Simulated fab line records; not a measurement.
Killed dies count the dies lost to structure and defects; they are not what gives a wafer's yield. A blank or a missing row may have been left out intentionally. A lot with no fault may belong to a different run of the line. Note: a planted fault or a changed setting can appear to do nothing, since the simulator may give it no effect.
fab line records	flow sky130	part 1 of 2: steps 1 to 23 of 32
record: lots: 5	wafers: 15	last_day: 50
route steps=708 shown PWDE@84 VT_ADJUST_HVTP@85 VT_ADJUST_LVTN@97
lots untouched by any fault: they come from a run of this same line in which no faults occurred
start_h: hours from the record's opening day to when the first of the lot's shown wafers began	wait_h: time in hours since the lot's previous step	" repeats the value in the row above	L1.1+2: a row that stands for several wafers	- no value, or no start given	* or withheld: withheld	< > ~ a bound
route shown NAME@n: NAME is a module with steps in the file, n the number in the route of the first one	usual: average and standard deviation across the fault-free wafers	same: alike in all rows	chamber/n: place in a boat	sites: per-site readings	_std_site: the standard deviation of these	_edge_site: outer sites' mean less inner sites'	radius_mm: for every site, how far away it sits from the centre of the wafer	mask NAME#n: copy n	behind: the last tool/chamber to shape the wafer	hold: why the lot was held/for how many hours/how that ended	device: the transistor (n, p or np) that didn't switch	end of line: tests of these same wafers at the route's end	a step given without rows: its recipe and nothing more	killed: dies lost to structure and defects at the first sort, not the wafer's yield	map: dies across one wafer; x = killed, . = not, _ = none there
set.NAME: the run value of the setting; set.NAME@STEP: its run value at that earlier step	model.NAME: the simulator's own value behind a step, which no gauge read
lots at some steps of the route; a table a step, a row a wafer
services: when a tool's chamber went out of use (start_h, in hours from the record's first day, below 0 if earlier), for how many hours, and the reason
== steps ==
step: SKY_NWELL_RS_MEAS_31
recipe: thk_meas_gauge: four-point-probe
usual: PWDE_RS: 5279/20
lot.wafer	tool	chamber	start_h	wait_h	PWDE_RS[ohm/sq]
L074.2	film_metro-03	-	100.85	0.1	5281
L074.4	"	-	"	"	5279
L074.6	"	-	"	"	5297
L077.2	film_metro-04	-	117.78	0.1	5256
L077.4	"	-	"	"	5259
L077.5	"	-	"	"	5262
L082.1	film_metro-02	-	159.71	0.1	5273
L082.5	"	-	"	"	5294
L082.6	"	-	"	"	5245
L085.2	film_metro-04	-	178.13	0.1	5287
L085.3	"	-	"	"	5307
L085.5	"	-	"	"	5312
L095.3	film_metro-03	-	227.53	0.1	5282
L095.5	"	-	"	"	5292
L095.6	"	-	"	"	5290
step: SKY_VT_ADJUST_HVTP_DEHYDRATE_00
recipe: temp_c: 200	time_s: 60
usual: resist_line_temp_C: 22.97/0.11
lot.wafer	tool	chamber	start_h	wait_h	resist_line_temp_C
L074.2	litho_track-03	0	108.99	8.1	22.97
L074.4	"	0	"	"	23.09
L074.6	"	0	"	"	22.87
L077.2	litho_track-02	0	126.59	8.8	23.11
L077.4	"	0	"	"	23.15
L077.5	"	0	"	"	23.19
L082.1	litho_track-02	0	169.47	9.7	22.94
L082.5	"	0	"	"	22.80
L082.6	"	0	"	"	22.77
L085.2	litho_track-03	0	188.64	10.5	22.95
L085.3	"	0	"	"	22.91
L085.5	"	0	"	"	22.93
L095.3	litho_track-03	0	239.11	11.6	22.93
L095.5	"	0	"	"	22.94
L095.6	"	0	"	"	23.06
step: SKY_VT_ADJUST_HVTP_HMDS_01
recipe: prime_time_s: 60	prime_temp_c: 120
usual: resist_line_temp_C: 22.98/0.11
lot.wafer	tool	chamber	start_h	wait_h	resist_line_temp_C
L074.2	litho_track-03	0	109.14	0.1	23.08
L074.4	"	0	"	"	23.10
L074.6	"	0	"	"	22.95
L077.2	litho_track-02	0	126.74	0.1	23.02
L077.4	"	0	"	"	22.84
L077.5	"	0	"	"	22.91
L082.1	litho_track-02	0	169.62	0.1	22.99
L082.5	"	0	"	"	22.98
L082.6	"	0	"	"	23.06
L085.2	litho_track-03	0	188.79	0.1	22.82
L085.3	"	0	"	"	22.82
L085.5	"	0	"	"	23.02
L095.3	litho_track-03	0	239.26	0.1	23.02
L095.5	"	0	"	"	23.00
L095.6	"	0	"	"	22.93
step: SKY_VT_ADJUST_HVTP_COAT_02
recipe: resist: NOVOLAK	spin_rpm: 3000	resist_thk_nm: 1140
usual: resist_line_temp_C: 23.01/0.11	spin_speed_rpm: 3000.2/2.2
lot.wafer	tool	chamber	start_h	wait_h	resist_line_temp_C	spin_speed_rpm
L074.2	litho_track-03	0	109.29	0.1	23.05	2999.0
L074.4	"	0	"	"	23.17	2997.1
L074.6	"	0	"	"	23.00	2997.5
L077.2	litho_track-02	0	126.89	0.1	22.83	3001.4
L077.4	"	0	"	"	23.01	3000.9
L077.5	"	0	"	"	23.05	2999.8
L082.1	litho_track-02	0	169.77	0.1	23.14	2997.3
L082.5	"	0	"	"	23.00	2999.9
L082.6	"	0	"	"	23.19	3000.5
L085.2	litho_track-03	0	188.94	0.1	22.90	3002.3
L085.3	"	0	"	"	22.92	3002.7
L085.5	"	0	"	"	23.00	3003.5
L095.3	litho_track-03	0	239.41	0.1	22.99	3000.9
L095.5	"	0	"	"	22.83	2997.2
L095.6	"	0	"	"	23.06	2997.8
step: SKY_VT_ADJUST_HVTP_SOFTBAKE_03
recipe: temp_c: 90	time_s: 60	resist: NOVOLAK
usual: resist_line_temp_C: 23.01/0.1
lot.wafer	tool	chamber	start_h	wait_h	resist_line_temp_C
L074.2	litho_track-03	0	109.44	0.1	23.18
L074.4	"	0	"	"	23.10
L074.6	"	0	"	"	23.08
L077.2	litho_track-02	0	127.04	0.1	22.92
L077.4	"	0	"	"	23.02
L077.5	"	0	"	"	22.98
L082.1	litho_track-02	0	169.92	0.1	23.18
L082.5	"	0	"	"	23.05
L082.6	"	0	"	"	22.87
L085.2	litho_track-03	0	189.09	0.1	22.95
L085.3	"	0	"	"	22.95
L085.5	"	0	"	"	22.95
L095.3	litho_track-03	0	239.56	0.1	22.95
L095.5	"	0	"	"	23.32
L095.6	"	0	"	"	23.10
step: SKY_VT_ADJUST_HVTP_EXPOSE_04
recipe: mask_id: HVTPM	na: 0.6	source_shape: conventional	sigma_outer: 0.6	polarization: unpolarized	target_cd_nm: 380	dose_mj: 140
usual: reticle_temp_C: 23.02/0.1
lot.wafer	tool	chamber	start_h	wait_h	mask	reticle_temp_C
L074.2	iline_stepper-02	0	-	-	HVTPM#0	23.09
L074.4	"	0	"	"	HVTPM#0	23.05
L074.6	"	0	"	"	HVTPM#0	23.16
L077.2	iline_stepper-02	0	-	-	HVTPM#0	23.05
L077.4	"	0	"	"	HVTPM#0	23.25
L077.5	"	0	"	"	HVTPM#0	23.06
L082.1	iline_stepper-02	0	-	-	HVTPM#0	22.93
L082.5	"	0	"	"	HVTPM#0	23.12
L082.6	"	0	"	"	HVTPM#0	22.97
L085.2	iline_stepper-02	0	-	-	HVTPM#0	22.96
L085.3	"	0	"	"	HVTPM#0	23.06
L085.5	"	0	"	"	HVTPM#0	23.13
L095.3	iline_stepper-01	0	-	-	HVTPM#0	23.06
L095.5	"	0	"	"	HVTPM#0	22.97
L095.6	"	0	"	"	HVTPM#0	22.85
step: SKY_VT_ADJUST_HVTP_PEB_05
recipe: temp_c: withheld	time_s: *	resist: NOVOLAK
usual: resist_line_temp_C: *
lot.wafer	tool	chamber	start_h	wait_h	resist_line_temp_C
L074.2	litho_track-03	0	-	-	*
L074.4	"	0	"	"	*
L074.6	"	0	"	"	*
L077.2	litho_track-04	0	-	-	*
L077.4	"	0	"	"	*
L077.5	"	0	"	"	*
L082.1	litho_track-04	0	-	-	*
L082.5	"	0	"	"	*
L082.6	"	0	"	"	*
L085.2	litho_track-03	0	-	-	*
L085.3	"	0	"	"	*
L085.5	"	0	"	"	*
L095.3	litho_track-02	0	-	-	*
L095.5	"	0	"	"	*
L095.6	"	0	"	"	*
step: SKY_VT_ADJUST_HVTP_DEVELOP_06
recipe: resist: NOVOLAK	developer: TMAH	develop_time_s: 62.97	dev_temp_c: 23
usual: developer_temp_C: 23.00/0.096	resist_line_temp_C: 23.01/0.11
lot.wafer	tool	chamber	start_h	wait_h	developer_temp_C	resist_line_temp_C
L074.2	litho_track-03	0	116.99	0.1	22.94	22.83
L074.4	"	0	"	"	22.92	22.93
L074.6	"	0	"	"	23.04	22.96
L077.2	litho_track-04	0	135.62	0.1	22.89	23.05
L077.4	"	0	"	"	22.85	22.93
L077.5	"	0	"	"	22.89	23.04
L082.1	litho_track-04	0	179.60	0.1	23.08	23.01
L082.5	"	0	"	"	22.97	22.94
L082.6	"	0	"	"	23.10	22.96
L085.2	litho_track-03	0	199.34	0.1	23.13	23.07
L085.3	"	0	"	"	22.93	23.09
L085.5	"	0	"	"	23.09	22.85
L095.3	litho_track-02	0	250.22	0.1	23.06	23.06
L095.5	"	0	"	"	23.03	23.14
L095.6	"	0	"	"	23.08	23.18
step: SKY_VT_ADJUST_HVTP_CD_MEAS_07
recipe: target_cd_nm: 380
usual: cd_nm: 381.3/2.5
lot.wafer	tool	chamber	start_h	wait_h	cd_nm
L074.2	cd_sem-02	-	117.13	0.1	384.3
L074.4	"	-	"	"	382.9
L074.6	"	-	"	"	384.8
L077.2	cd_sem-02	-	135.77	0.1	382.2
L077.4	"	-	"	"	382.4
L077.5	"	-	"	"	379.5
L082.1	cd_sem-01	-	179.75	0.1	378.2
L082.5	"	-	"	"	378.6
L082.6	"	-	"	"	378.8
L085.2	cd_sem-01	-	199.48	0.1	379.6
L085.3	"	-	"	"	379.2
L085.5	"	-	"	"	381.4
L095.3	cd_sem-01	-	250.36	0.1	381.9
L095.5	"	-	"	"	380.9
L095.6	"	-	"	"	382.9
step: SKY_VT_ADJUST_HVTP_OVL_MEAS_08
usual: VT_ADJUST_HVTP_OVL: -0.3/1.4
lot.wafer	tool	chamber	start_h	wait_h	VT_ADJUST_HVTP_OVL[nm]
L074.2	overlay-01	-	117.24	0.1	-3.3
L074.4	"	-	"	"	-1.5
L074.6	"	-	"	"	-2.3
L077.2	overlay-01	-	135.87	0.1	0.4
L077.4	"	-	"	"	-1.6
L077.5	"	-	"	"	1.7
L082.1	overlay-02	-	179.87	0.1	-0.8
L082.5	"	-	"	"	-0.7
L082.6	"	-	"	"	-0.1
L085.2	overlay-02	-	199.59	0.1	0.0
L085.3	"	-	"	"	-1.1
L085.5	"	-	"	"	-2.3
L095.3	overlay-01	-	250.45	0.1	-0.6
L095.5	"	-	"	"	0.4
L095.6	"	-	"	"	-1.0
step: SKY_VT_ADJUST_HVTP_IMPLANT_09
recipe: species: As	energy_kev: 150	dose_cm2: 4.3e+12	tilt_deg: withheld
usual: end_station_pressure_torr: 5.03e-06/2.9e-07
lot.wafer	tool	chamber	start_h	wait_h	end_station_pressure_torr
L074.2	implanter-04	0	117.30	0.0	5.23e-06
L074.4	"	0	"	"	4.76e-06
L074.6	"	0	"	"	4.54e-06
L077.2	implanter-01	0	135.93	0.0	4.26e-06
L077.4	"	0	"	"	5.35e-06
L077.5	"	0	"	"	5.08e-06
L082.1	implanter-02	0	179.90	0.0	5.02e-06
L082.5	"	0	"	"	5.23e-06
L082.6	"	0	"	"	5.14e-06
L085.2	implanter-02	0	199.65	0.0	4.76e-06
L085.3	"	0	"	"	5.21e-06
L085.5	"	0	"	"	5.15e-06
L095.3	implanter-04	0	250.52	0.1	4.41e-06
L095.5	"	0	"	"	4.71e-06
L095.6	"	0	"	"	5.14e-06
step: SKY_VT_ADJUST_HVTP_STRIP_10
recipe: chemistry: O2/N2	power_w: 1400	pressure_mtorr: 1500	platen_temp_c: withheld	o2_flow_sccm: 3000	n2_flow_sccm: 300	overash_fraction: 0.5
usual: drypump_motor_current_A: 6.13/0.18	oes_product_au: 0.715/0.0046	strip_time_to_endpoint_s: 14.19/0.043
lot.wafer	tool	chamber	start_h	wait_h	drypump_motor_current_A	oes_product_au	rf_hours_counter_h	strip_time_to_endpoint_s
L074.2	plasma_asher-01	1	117.42	0.1	6.12	0.719	31	14.14
L074.4	"	1	"	"	6.12	0.715	-	14.15
L074.6	"	0	"	"	6.17	0.707	-	14.19
L077.2	plasma_asher-03	0	136.05	0.1	6.46	0.710	2	14.19
L077.4	"	0	"	"	6.47	0.706	-	14.17
L077.5	"	1	"	"	5.83	0.707	-	14.12
L082.1	plasma_asher-01	1	180.05	0.1	6.13	0.717	38	14.09
L082.5	"	1	"	"	6.10	0.715	-	14.09
L082.6	"	0	"	"	6.15	0.713	-	14.10
L085.2	plasma_asher-04	1	199.77	0.1	6.28	0.709	51	14.23
L085.3	"	0	"	"	6.00	0.717	-	14.21
L085.5	"	0	"	"	5.99	0.718	-	14.18
L095.3	plasma_asher-01	0	250.66	0.1	6.14	0.710	-	14.18
L095.5	"	0	"	"	6.15	0.714	-	14.20
L095.6	"	1	"	"	6.11	0.710	-	14.20
step: SKY_VT_ADJUST_HVTP_TW_MEAS_11
usual: VT_ADJUST_HVTP_TW: 1368/24
lot.wafer	tool	chamber	start_h	wait_h	VT_ADJUST_HVTP_TW
L074.2	film_metro-01	-	117.53	0.1	1347
L074.4	"	-	"	"	1353
L074.6	"	-	"	"	1346
L077.2	film_metro-02	-	136.16	0.1	1408
L077.4	"	-	"	"	1408
L077.5	"	-	"	"	1401
L082.1	film_metro-03	-	180.15	0.1	1350
L082.5	"	-	"	"	1344
L082.6	"	-	"	"	1345
L085.2	film_metro-01	-	199.88	0.1	1351
L085.3	"	-	"	"	1346
L085.5	"	-	"	"	1347
L095.3	film_metro-01	-	250.74	0.1	1338
L095.5	"	-	"	"	1349
L095.6	"	-	"	"	1340
step: SKY_VT_ADJUST_LVTN_DEHYDRATE_00
recipe: temp_c: 200	time_s: 60
usual: resist_line_temp_C: 23.01/0.11
lot.wafer	tool	chamber	start_h	wait_h	resist_line_temp_C
L074.2	litho_track-01	0	126.75	9.2	22.99
L074.4	"	0	"	"	23.10
L074.6	"	0	"	"	23.22
L077.2	litho_track-01	0	145.85	9.7	22.98
L077.4	"	0	"	"	23.01
L077.5	"	0	"	"	22.98
L082.1	litho_track-03	0	190.56	10.4	22.99
L082.5	"	0	"	"	22.99
L082.6	"	0	"	"	22.96
L085.2	litho_track-03	0	209.84	9.9	23.06
L085.3	"	0	"	"	23.10
L085.5	"	0	"	"	23.20
L095.3	litho_track-01	0	262.58	11.8	22.91
L095.5	"	0	"	"	23.02
L095.6	"	0	"	"	22.86
step: SKY_VT_ADJUST_LVTN_HMDS_01
recipe: prime_time_s: 60	prime_temp_c: 120
usual: resist_line_temp_C: 23.00/0.097
lot.wafer	tool	chamber	start_h	wait_h	resist_line_temp_C
L074.2	litho_track-01	0	126.90	0.1	23.10
L074.4	"	0	"	"	23.00
L074.6	"	0	"	"	22.93
L077.2	litho_track-01	0	146.00	0.1	22.92
L077.4	"	0	"	"	22.92
L077.5	"	0	"	"	22.99
L082.1	litho_track-03	0	190.71	0.1	23.04
L082.5	"	0	"	"	23.02
L082.6	"	0	"	"	22.97
L085.2	litho_track-03	0	209.99	0.1	22.97
L085.3	"	0	"	"	23.00
L085.5	"	0	"	"	23.06
L095.3	litho_track-01	0	262.73	0.1	22.93
L095.5	"	0	"	"	22.93
L095.6	"	0	"	"	23.00
step: SKY_VT_ADJUST_LVTN_COAT_02
recipe: spin_rpm: 2000	resist_thk_nm: 3000
usual: resist_line_temp_C: 23.03/0.12	spin_speed_rpm: 2000.3/1.4
lot.wafer	tool	chamber	start_h	wait_h	resist_line_temp_C	spin_speed_rpm
L074.2	litho_track-01	0	127.05	0.1	23.01	1999.0
L074.4	"	0	"	"	22.93	1997.4
L074.6	"	0	"	"	22.93	1999.8
L077.2	litho_track-01	0	146.15	0.1	23.10	1997.9
L077.4	"	0	"	"	23.08	1998.3
L077.5	"	0	"	"	22.98	2000.6
L082.1	litho_track-03	0	190.86	0.1	23.32	2001.1
L082.5	"	0	"	"	23.18	1999.9
L082.6	"	0	"	"	23.12	2000.3
L085.2	litho_track-03	0	210.14	0.1	22.95	2000.0
L085.3	"	0	"	"	22.90	1999.5
L085.5	"	0	"	"	23.08	1998.3
L095.3	litho_track-01	0	262.88	0.1	22.95	1998.3
L095.5	"	0	"	"	22.98	2000.1
L095.6	"	0	"	"	23.00	2000.8
step: SKY_VT_ADJUST_LVTN_SOFTBAKE_03
recipe: temp_c: 110	time_s: withheld
usual: resist_line_temp_C: 22.97/0.099
lot.wafer	tool	chamber	start_h	wait_h	resist_line_temp_C
L074.2	litho_track-01	0	127.21	0.1	22.87
L074.4	"	0	"	"	22.84
L074.6	"	0	"	"	22.97
L077.2	litho_track-01	0	146.31	0.1	23.01
L077.4	"	0	"	"	23.15
L077.5	"	0	"	"	23.03
L082.1	litho_track-03	0	191.01	0.1	22.94
L082.5	"	0	"	"	22.95
L082.6	"	0	"	"	22.96
L085.2	litho_track-03	0	210.30	0.1	22.92
L085.3	"	0	"	"	23.13
L085.5	"	0	"	"	22.98
L095.3	litho_track-01	0	263.04	0.1	22.94
L095.5	"	0	"	"	22.91
L095.6	"	0	"	"	23.06
step: SKY_VT_ADJUST_LVTN_EXPOSE_04
recipe: mask_id: NWM_COMPLEMENT_LESS_NATIVE	na: 0.6	source_shape: conventional	sigma_outer: 0.6	polarization: unpolarized	target_cd_nm: 840	dose_mj: 194
usual: reticle_temp_C: 23.00/0.1
lot.wafer	tool	chamber	start_h	wait_h	mask	reticle_temp_C
L074.2	iline_stepper-01	0	-	-	NWM_COMPLEMENT_LESS_NATIVE#0	23.06
L074.4	"	0	"	"	NWM_COMPLEMENT_LESS_NATIVE#0	23.13
L074.6	"	0	"	"	NWM_COMPLEMENT_LESS_NATIVE#0	22.94
L077.2	iline_stepper-01	0	-	-	NWM_COMPLEMENT_LESS_NATIVE#0	23.06
L077.4	"	0	"	"	NWM_COMPLEMENT_LESS_NATIVE#0	22.91
L077.5	"	0	"	"	NWM_COMPLEMENT_LESS_NATIVE#0	23.06
L082.1	iline_stepper-02	0	-	-	NWM_COMPLEMENT_LESS_NATIVE#0	22.97
L082.5	"	0	"	"	NWM_COMPLEMENT_LESS_NATIVE#0	22.85
L082.6	"	0	"	"	NWM_COMPLEMENT_LESS_NATIVE#0	22.94
L085.2	iline_stepper-01	0	-	-	NWM_COMPLEMENT_LESS_NATIVE#0	22.81
L085.3	"	0	"	"	NWM_COMPLEMENT_LESS_NATIVE#0	22.94
L085.5	"	0	"	"	NWM_COMPLEMENT_LESS_NATIVE#0	23.13
L095.3	iline_stepper-02	0	-	-	NWM_COMPLEMENT_LESS_NATIVE#0	22.95
L095.5	"	0	"	"	NWM_COMPLEMENT_LESS_NATIVE#0	22.99
L095.6	"	0	"	"	NWM_COMPLEMENT_LESS_NATIVE#0	22.93
step: SKY_VT_ADJUST_LVTN_PEB_05
recipe: temp_c: 115	time_s: withheld
usual: resist_line_temp_C: 22.99/0.11
lot.wafer	tool	chamber	start_h	wait_h	resist_line_temp_C
L074.2	litho_track-03	0	-	-	22.80
L074.4	"	0	"	"	22.89
L074.6	"	0	"	"	22.94
L077.2	litho_track-03	0	-	-	22.86
L077.4	"	0	"	"	23.18
L077.5	"	0	"	"	23.09
L082.1	litho_track-03	0	-	-	22.92
L082.5	"	0	"	"	23.08
L082.6	"	0	"	"	22.97
L085.2	litho_track-03	0	-	-	22.93
L085.3	"	0	"	"	22.88
L085.5	"	0	"	"	22.77
L095.3	litho_track-03	0	-	-	23.05
L095.5	"	0	"	"	22.97
L095.6	"	0	"	"	22.97
step: SKY_VT_ADJUST_LVTN_DEVELOP_06
recipe: wall_angle_deg: 90	developer: TMAH	develop_time_s: 60	dev_temp_c: 23
usual: developer_temp_C: 22.99/0.094	resist_line_temp_C: 22.97/0.11
lot.wafer	tool	chamber	start_h	wait_h	developer_temp_C	resist_line_temp_C
L074.2	litho_track-03	0	-	-	23.01	23.15
L074.4	"	0	"	"	22.99	23.14
L074.6	"	0	"	"	22.90	23.08
L077.2	litho_track-03	0	-	-	22.85	22.80
L077.4	"	0	"	"	22.93	22.82
L077.5	"	0	"	"	23.09	22.94
L082.1	litho_track-03	0	-	-	22.86	23.04
L082.5	"	0	"	"	22.88	23.07
L082.6	"	0	"	"	22.77	23.04
L085.2	litho_track-03	0	-	-	23.05	23.11
L085.3	"	0	"	"	22.97	22.97
L085.5	"	0	"	"	22.78	22.83
L095.3	litho_track-03	0	-	-	23.14	22.86
L095.5	"	0	"	"	23.12	23.01
L095.6	"	0	"	"	23.08	22.95
step: SKY_VT_ADJUST_LVTN_OVL_MEAS_07
usual: VT_ADJUST_LVTN_OVL: -0.6/1.7
lot.wafer	tool	chamber	start_h	wait_h	VT_ADJUST_LVTN_OVL[nm]
L074.2	overlay-02	-	136.07	-	-0.8
L074.4	"	-	"	"	-1.3
L074.6	"	-	"	"	1.0
L077.2	overlay-01	-	155.62	-	-0.3
L077.4	"	-	"	"	0.1
L077.5	"	-	"	"	-0.6
L082.1	overlay-02	-	201.51	-	-4.4
L082.5	"	-	"	"	-4.3
L082.6	"	-	"	"	-3.6
L085.2	overlay-01	-	220.42	-	0.1
L085.3	"	-	"	"	1.8
L085.5	"	-	"	"	-0.4
L095.3	overlay-01	-	274.88	-	-3.8
L095.5	"	-	"	"	-5.0
L095.6	"	-	"	"	-2.5
step: SKY_VT_ADJUST_LVTN_IMPLANT_08
recipe: species: B	energy_kev: 30	dose_cm2: 1.57e+12	tilt_deg: withheld
usual: end_station_pressure_torr: 4.99e-06/2.5e-07
lot.wafer	tool	chamber	start_h	wait_h	end_station_pressure_torr
L074.2	implanter-03	0	136.13	0.0	4.64e-06
L074.4	"	0	"	"	4.89e-06
L074.6	"	0	"	"	5.1e-06
L077.2	implanter-02	0	155.68	0.0	4.87e-06
L077.4	"	0	"	"	5.1e-06
L077.5	"	0	"	"	4.91e-06
L082.1	implanter-03	0	201.55	0.0	4.98e-06
L082.5	"	0	"	"	4.88e-06
L082.6	"	0	"	"	5.15e-06
L085.2	implanter-02	0	220.48	0.0	5.03e-06
L085.3	"	0	"	"	5.03e-06
L085.5	"	0	"	"	5.17e-06
L095.3	implanter-01	0	274.95	0.1	5.57e-06
L095.5	"	0	"	"	5.03e-06
L095.6	"	0	"	"	5.67e-06
step: SKY_VT_ADJUST_LVTN_STRIP_09
recipe: chemistry: O2/N2	power_w: 1400	pressure_mtorr: 1500	platen_temp_c: withheld	o2_flow_sccm: 3000	n2_flow_sccm: 300	overash_fraction: 0.5
usual: drypump_motor_current_A: 6.0/0.31	oes_product_au: 0.722/0.0044	strip_time_to_endpoint_s: 36.91/0.094
lot.wafer	tool	chamber	start_h	wait_h	drypump_motor_current_A	oes_product_au	rf_hours_counter_h	strip_time_to_endpoint_s
L074.2	plasma_asher-02	1	136.25	0.1	5.5	0.719	45	36.81
L074.4	"	0	"	"	5.9	0.719	-	36.88
L074.6	"	0	"	"	5.9	0.734	-	36.91
L077.2	plasma_asher-04	1	155.80	0.1	6.3	0.725	47	37.03
L077.4	"	1	"	"	6.3	0.718	-	37.04
L077.5	"	1	"	"	6.3	0.723	-	37.13
L082.1	plasma_asher-02	0	201.70	0.1	5.9	0.722	51	36.92
L082.5	"	0	"	"	5.9	0.730	-	36.86
L082.6	"	1	"	"	5.6	0.723	-	36.80
L085.2	plasma_asher-03	0	220.60	0.1	6.5	0.720	10	36.75
L085.3	"	0	"	"	6.5	0.727	-	36.89
L085.5	"	1	"	"	5.8	0.724	-	36.88
L095.3	plasma_asher-02	0	275.08	0.1	5.9	0.721	-	36.86
L095.5	"	0	"	"	5.9	0.721	-	36.92
L095.6	"	1	"	"	5.5	0.724	-	36.91
